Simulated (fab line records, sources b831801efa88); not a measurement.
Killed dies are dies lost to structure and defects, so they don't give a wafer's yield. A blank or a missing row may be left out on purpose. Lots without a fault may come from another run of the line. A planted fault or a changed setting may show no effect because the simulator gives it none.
fab line records | flow gf180mcu
record lots=6 wafers=17 last_day=33
route steps=602 shown M3@413
lots that met no fault: from a run of the same line without faults
start_h: hours from the record's first day to the start of the lot's first wafer shown | wait_h: hours since the lot's step before | " the same as in the row above | L1.1+2: a row that stands for several wafers | - no value, or no start given | * or withheld: withheld | < > ~ a bound
route shown NAME@n: a module of which the file shows steps, and the number in the route of the first | usual: mean/standard deviation of fault-free wafers | same: alike in all rows | chamber/n: place in a boat | sites: the reading at each site | _std_site: their standard deviation | _edge_site: outer sites' mean less inner sites' | radius_mm: how far each site lies from the wafer's centre | mask NAME#n: copy n | behind: the tool/chamber that last shaped the wafer | hold: why the lot was held/for how many hours/how that ended | device: the transistor (n, p or np) that didn't switch | end of line: the same wafers' tests at the end of the route | a step without rows: its recipe alone | killed: dies lost to structure and defects at the first sort, not the wafer's yield | map: a wafer's dies, x killed, . not, _ none there
set.NAME: the setting as run; set.NAME@STEP: as run at that earlier step | model.NAME: the simulator's own value behind a step, which no gauge read
lots at some steps of the route; a table a step, a row a wafer
services: from which hour (start_h, from the record's first day; less than 0 if before it) a tool's chamber was out of use, for how many hours, and why
## steps
# step GF_M3_SPUTTER_04
# recipe material=TiN target_thk_nm=50 power_w=6500 time_s=41.7 chamber_pressure_pa=0.4
# usual throttle_valve_pct=30.1/1.5
# same time_s=41.7
# columns lot.wafer tool chamber start_h wait_h throttle_valve_pct
L250.2 pvd_sputter-01 - 500.20 0.0 29.7
L250.4 " - " " 28.1
L253.3 pvd_sputter-01 - 529.83 0.0 30.6
L253.5 " - " " 30.6
L253.6 " - " " 29.8
L255.3 pvd_sputter-02 - 541.00 0.0 26.9
L255.4 " - " " 27.1
L255.6 " - " " 31.0
L257.4 pvd_sputter-04 - 561.47 0.0 31.6
L257.5 " - " " 30.3
L257.6 " - " " 31.9
L263.2 pvd_sputter-04 - 607.62 0.0 31.9
L263.3 " - " " 29.7
L263.4 " - " " 31.7
L267.2 pvd_sputter-01 - 631.91 0.0 28.5
L267.3 " - " " 30.4
L267.6 " - " " 29.6
# step GF_M3_RS_MEAS_05
# recipe thk_meas_gauge=four-point-probe reads=TiN_of_M3_SPUTTER_04+Ti_of_M3_SPUTTER_03+AlCu_of_M3_SPUTTER_02+TiN_of_M3_SPUTTER_01+Ti_of_M3_SPUTTER_00
# usual M3_ALCU_RS=0.0695/0.00082
# columns lot.wafer tool chamber start_h wait_h M3_ALCU_RS[ohm/sq]
L250.2 film_metro-01 - 500.26 0.0 0.0702
L250.4 " - " " 0.0693
L253.3 film_metro-04 - 529.91 0.1 0.0689
L253.5 " - " " 0.0693
L253.6 " - " " 0.0696
L255.3 film_metro-04 - 541.08 0.1 0.0692
L255.4 " - " " 0.0692
L255.6 " - " " 0.0696
L257.4 film_metro-04 - 561.57 0.1 0.0691
L257.5 " - " " 0.0703
L257.6 " - " " 0.0702
L263.2 film_metro-03 - 607.68 0.0 0.0697
L263.3 " - " " 0.0697
L263.4 " - " " 0.0696
L267.2 film_metro-03 - 631.97 0.0 0.0695
L267.3 " - " " 0.0689
L267.6 " - " " 0.0682
# step GF_M3_THK_MEAS_06
# recipe thk_meas_gauge=xrf reads=AlCu_of_M3_SPUTTER_02
# usual M3_ALCU_THK=450/6.6
# columns lot.wafer tool chamber start_h wait_h M3_ALCU_THK[nm]
L250.2 film_metro-01 - 500.37 0.1 438
L250.4 " - " " 442
L253.3 film_metro-04 - 530.01 0.1 455
L253.5 " - " " 451
L253.6 " - " " 449
L255.3 film_metro-04 - 541.18 0.1 451
L255.4 " - " " 451
L255.6 " - " " 453
L257.4 film_metro-04 - 561.66 0.1 453
L257.5 " - " " 448
L257.6 " - " " 446
L263.2 film_metro-03 - 607.79 0.1 450
L263.3 " - " " 452
L263.4 " - " " 451
L267.2 film_metro-03 - 632.08 0.1 451
L267.3 " - " " 454
L267.6 " - " " 460
# step GF_M3_DEHYDRATE_07
# recipe temp_c=200 time_s=60
# step GF_M3_HMDS_08
# recipe prime_time_s=60 prime_temp_c=120
# step GF_M3_COAT_09
# recipe resist=KrF spin_rpm=withheld resist_thk_nm=1000
# step GF_M3_SOFTBAKE_10
# recipe temp_c=130 time_s=60 resist=KrF
# step GF_M3_EXPOSE_11
# recipe mask_id=Metal3 target_cd_nm=280 na=0.68 source_shape=conventional sigma_outer=0.6 dose_mj=28
# step GF_M3_PEB_12
# recipe peb_temp_c=135 peb_time_s=90 resist=KrF
# step GF_M3_DEVELOP_13
# recipe develop_time_s=60 dev_temp_c=19.79
# step GF_M3_CD_MEAS_14
# recipe target_cd_nm=280
# usual cd_nm=280.6/1.3
# columns lot.wafer tool chamber start_h wait_h cd_nm
L250.2 cd_sem-02 - 523.74 0.1 278.9
L250.4 " - " " 279.2
L253.3 cd_sem-02 - 552.01 0.1 279.3
L253.5 " - " " 280.8
L253.6 " - " " 280.1
L255.3 cd_sem-02 - 562.65 0.1 280.1
L255.4 " - " " 280.9
L255.6 " - " " 281.0
L257.4 cd_sem-01 - 582.27 0.1 280.3
L257.5 " - " " 281.5
L257.6 " - " " 280.0
L263.2 cd_sem-01 - 628.30 0.1 280.9
L263.3 " - " " 281.4
L263.4 " - " " 281.1
L267.2 cd_sem-02 - 651.54 0.1 277.8
L267.3 " - " " 279.7
L267.6 " - " " 278.3
# step GF_M3_OVL_MEAS_15
# usual M3_OVL=5/6.8
# columns lot.wafer tool chamber start_h wait_h M3_OVL[nm]
L250.2 overlay-02 - 523.85 0.1 2
L250.4 " - " " 10
L253.3 overlay-02 - 552.10 0.1 4
L253.5 " - " " 8
L253.6 " - " " 12
L255.3 overlay-01 - 562.74 0.1 4
L255.4 " - " " 4
L255.6 " - " " -2
L257.4 overlay-01 - 582.35 0.1 3
L257.5 " - " " 4
L257.6 " - " " 7
L263.2 overlay-01 - 628.41 0.1 3
L263.3 " - " " -4
L263.4 " - " " -5
L267.2 overlay-01 - 651.65 0.1 -1
L267.3 " - " " 9
L267.6 " - " " 3
# step GF_M3_METAL_ETCH_16
# recipe chemistry=Cl2/BCl3 mask_material=KrF target_depth_nm=750.8 stop_on=SiO2 pressure_mtorr=8 icp_w=800 bias_w=140 Cl2_flow_sccm=80 bcl3_flow_sccm=40 time_s=125.1
# usual bcl3_flow_sccm=40.02/0.11 drypump_motor_current_A=5.7/0.4 mfc_cl2_sccm=80.03/0.22 oes_product_au=0.989/0.0078 throttle_valve_pct=28.230/0.012
# same time_s=125.1
# columns lot.wafer tool chamber start_h wait_h bcl3_flow_sccm drypump_motor_current_A mfc_cl2_sccm oes_product_au rf_hours_counter_h throttle_valve_pct model.KrF_of_M3_COAT_09.thk_nm
L250.2 rie_metal-01 1 523.88 0.0 39.97 5.6 80.01 0.789 6 28.468 788.3
L250.4 " 1 " " 39.87 5.7 80.34 0.788 - 28.458 782.4
L253.3 rie_metal-01 0 552.17 0.1 39.94 5.5 80.11 1.000 - 28.234 680.4
L253.5 " 0 " " 40.06 5.6 80.17 0.993 - 28.223 681.8
L253.6 " 1 " " 40.23 5.6 80.17 0.787 - 28.452 790.8
L255.3 rie_metal-04 0 562.81 0.1 39.99 4.8 80.02 0.997 - 28.217 684.9
L255.4 " 1 " " 40.06 6.0 80.15 1.004 - 28.203 684.9
L255.6 " 1 " " 40.05 6.0 79.98 0.991 - 28.230 680.2
L257.4 rie_metal-02 1 582.41 0.1 40.06 5.2 80.06 0.995 - 28.222 679.8
L257.5 " 1 " " 40.02 5.3 80.02 0.995 - 28.227 679.1
L257.6 " 0 " " 39.89 6.4 79.77 0.989 - 28.230 681.7
L263.2 rie_metal-02 1 628.44 0.0 39.96 5.2 80.28 0.998 14 28.222 678.4
L263.3 " 1 " " 40.14 5.2 80.43 0.988 - 28.222 686.9
L263.4 " 0 " " 40.00 6.4 80.04 0.992 - 28.221 689.2
L267.2 rie_metal-01 0 651.72 0.1 40.09 5.6 80.10 0.992 - 28.234 684.5
L267.3 " 0 " " 39.99 5.6 80.16 0.994 - 28.231 685.4
L267.6 " 0 " " 40.01 5.6 80.10 0.995 - 28.228 683.1
# step GF_M3_STRIP_17
# recipe chemistry=O2/N2 power_w=1400 pressure_mtorr=1500 platen_temp_c=250 o2_flow_sccm=3000 n2_flow_sccm=300 overash_fraction=0.5
# usual drypump_motor_current_A=5.8/0.4 heater_power_w=316/22 oes_product_au=0.538/0.0055 strip_time_to_endpoint_s=7.40/0.064
# columns lot.wafer tool chamber start_h wait_h drypump_motor_current_A heater_power_w oes_product_au rf_hours_counter_h strip_time_to_endpoint_s
L250.2 plasma_asher-02 0 524.01 0.1 5.6 308 0.582 85 8.40
L250.4 " 0 " " 5.6 296 0.576 - 8.33
L253.3 plasma_asher-01 0 552.29 0.1 6.4 284 0.527 - 7.34
L253.5 " 1 " " 6.0 354 0.539 - 7.34
L253.6 " 0 " " 6.4 297 0.582 - 8.42
L255.3 plasma_asher-02 0 562.93 0.1 5.6 305 0.537 - 7.37
L255.4 " 1 " " 5.6 308 0.542 - 7.40
L255.6 " 0 " " 5.6 297 0.534 - 7.32
L257.4 plasma_asher-02 0 582.53 0.1 5.6 307 0.537 - 7.34
L257.5 " 1 " " 5.6 314 0.535 - 7.32
L257.6 " 0 " " 5.6 311 0.535 - 7.36
L263.2 plasma_asher-01 0 628.57 0.1 6.4 288 0.530 56 7.34
L263.3 " 1 " " 6.0 346 0.539 - 7.40
L263.4 " 0 " " 6.4 283 0.538 - 7.43
L267.2 plasma_asher-01 1 651.94 0.2 6.0 354 0.536 59 7.38
L267.3 " 1 " " 6.0 349 0.531 - 7.40
L267.6 " 1 " " 6.0 341 0.536 - 7.37
# step GF_M3_STRIP_18
# recipe chemistry=post_etch_residue_remover time_s=1200 temp_c=72.5
## services
# columns tool chamber start_h hours kind
pvd_sputter-02 - 477.59 2.3 repair
rie_metal-02 0 486.49 1.7 repair
pvd_sputter-02 - 488.66 2.4 repair
rie_metal-01 - 492.47 0.2 repair
rie_metal-02 1 493.47 20.5 repair
pvd_sputter-04 0 511.61 - consumable_replace:kit
pvd_sputter-04 0 511.61 18.0 scheduled_down
pvd_sputter-04 0 511.61 18.0 vent_cycle
rie_metal-02 - 515.92 1.4 pm
pvd_sputter-02 - 522.56 5.2 repair
pvd_sputter-01 2 524.50 - consumable_replace:kit
pvd_sputter-01 2 524.50 18.0 scheduled_down
pvd_sputter-01 2 524.50 18.0 vent_cycle
pvd_sputter-02 2 536.18 - consumable_replace:kit
pvd_sputter-04 - 541.07 0.5 repair
rie_metal-02 0 559.04 14.6 repair
rie_metal-01 0 569.43 - clean
rie_metal-01 0 569.43 16.3 scheduled_down
rie_metal-01 0 569.43 16.3 vent_cycle
rie_metal-04 0 579.96 65.1 repair
pvd_sputter-01 - 589.97 2.3 repair
pvd_sputter-01 - 623.24 3.1 repair
pvd_sputter-01 - 638.43 4.1 repair
rie_metal-01 1 647.74 22.2 repair
## key
first_sign step=GF_M3_METAL_ETCH_16 reading=oes_product_au direction=down sigmas=26 usual=0.989 struck=0.788
effect step=GF_M3_METAL_ETCH_16 reading=throttle_valve_pct direction=up sigmas=19 usual=28.230 struck=28.459
effect step=GF_M3_STRIP_17 reading=strip_time_to_endpoint_s direction=up sigmas=15 usual=* struck=*
model_effect step=GF_M3_METAL_ETCH_16 value=KrF_of_M3_COAT_09.thk_nm without=691 struck=787.1
met_at GF_M3_METAL_ETCH_16
struck_wafers L250.2,L250.4,L253.6
rows_end L250.2,L250.4
later_rows_left_out L253.6
sort_left_out L253.6
fault kind=process_parameter_drift tool=rie_metal-01 chamber=1 onset_h=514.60 steps=GF_M3_METAL_ETCH_16 channel=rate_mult offset=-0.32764 shape=step
# sort_left_out: the simulated sort isn't trusted on such a fault, so these wafers' sort isn't shown, and their yield isn't known
# later_rows_left_out: the simulator's readings of these wafers behind a module that went badly wrong aren't trusted and aren't shown, but for the sort
# rows_end: these wafers met a further fault down the route, and their rows from its step on are left out
